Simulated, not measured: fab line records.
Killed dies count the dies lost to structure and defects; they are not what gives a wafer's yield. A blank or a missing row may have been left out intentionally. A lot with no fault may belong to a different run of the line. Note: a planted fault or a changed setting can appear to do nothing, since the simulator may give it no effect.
One fault through the eyes of 2 desks ; flow gf180mcu ; each desk has only its own numbers; what lay behind them comes last

== AT THE METROLOGY DESK ==
Means of the sampled wafers that have a number, per lot and without regard to the tool the lot ran on: this is what the gauges read. Marked OUT: a lot whose mean sits more than 4 standard deviations from the usual mean, which makes it out of limits; the brackets give that distance.
Columns: A = PSD_OVL at GF_PSD_OVL_MEAS_08, usual -0.8 nm
lot;first seen here;A
L273;day 14 11:59;0.6
L277;day 15 11:28;-1.3
L276;day 15 17:02;-0.5
L278;day 16 03:20;1.0
L280;day 17 02:26;-2.4
L282;day 17 19:16;-0.5
L287;day 19 21:31;1.6
L286;day 20 00:36;-2.1
L290;day 20 19:05;-0.8
L293;day 21 06:48;-2.5
L294;day 21 13:43;-2.8
L295;day 21 21:26;-4.0
Result from this desk: across the 12 lots, nothing is out of limits.

== FOR THE TOOL OWNER'S DESK: rieSi-02 ==
The tool's own readings at GF_POLY_GATE_ETCH_13 (etches poly-Si in HBr/Cl2, stops on SiO2, target depth 198.5 nm, time 69.6 s): means of the sampled wafers that have a number, for each lot that ran on this tool. Marked OUT: a lot whose mean sits more than 4 standard deviations from the usual mean, which makes it out of limits; the brackets give that distance.
Columns: A = drypumpMotorCurrentA at GF_POLY_GATE_ETCH_13, usual 5.9 A; B = heBacksideLeakSccm at GF_POLY_GATE_ETCH_13, usual 2.61 sccm; C = oesProductAu at GF_POLY_GATE_ETCH_13, usual 0.986 a.u.; D = runLengthS at GF_POLY_GATE_ETCH_13, usual 97.7 s; E = throttleValvePct at GF_POLY_GATE_ETCH_13, usual 33.684 %
lot;first seen here;A;B;C;D;E
L273;day 9 11:49;5.9;2.51;0.988;97.2;33.674
L278;day 10 21:51;6.0;2.68;0.981;97.2;33.685
L282;day 12 05:28;6.0;2.64;0.991;98.1;33.676
L287;day 13 23:08;6.0;2.65;0.994;82.7 (-34) OUT;33.688
L286;day 14 01:26;6.0;2.79;0.988;81.8 (-36) OUT;33.680
L290;day 14 16:32;5.8;2.52;0.991;87.4 (-23) OUT;33.691
This desk finds L286, L287, L290 out of limits, L287 being first, at day 13 23:08 (runLengthS at GF_POLY_GATE_ETCH_13). In limits: L273, L278, L282.

== BROUGHT TOGETHER ==
The tool owner's desk could have raised an alarm at day 13 23:08, on L286, L287, L290.
The metrology desk saw nothing out of limits.
The metrology desk holds a record of L286, L287, L290, inside its limits.
All the named lots went through GF_POLY_GATE_ETCH_13 on rieSi-02.

== WHAT THE SIMULATOR HAD INSERTED ==
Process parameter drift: rieSi-02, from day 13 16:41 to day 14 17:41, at GF_POLY_GATE_ETCH_13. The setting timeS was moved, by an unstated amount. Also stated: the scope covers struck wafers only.
Shown lots that were struck: L286, L287, L290.
Time in hours from fault onset to the first out-of-limits reading at each desk: the tool owner's desk, 6.
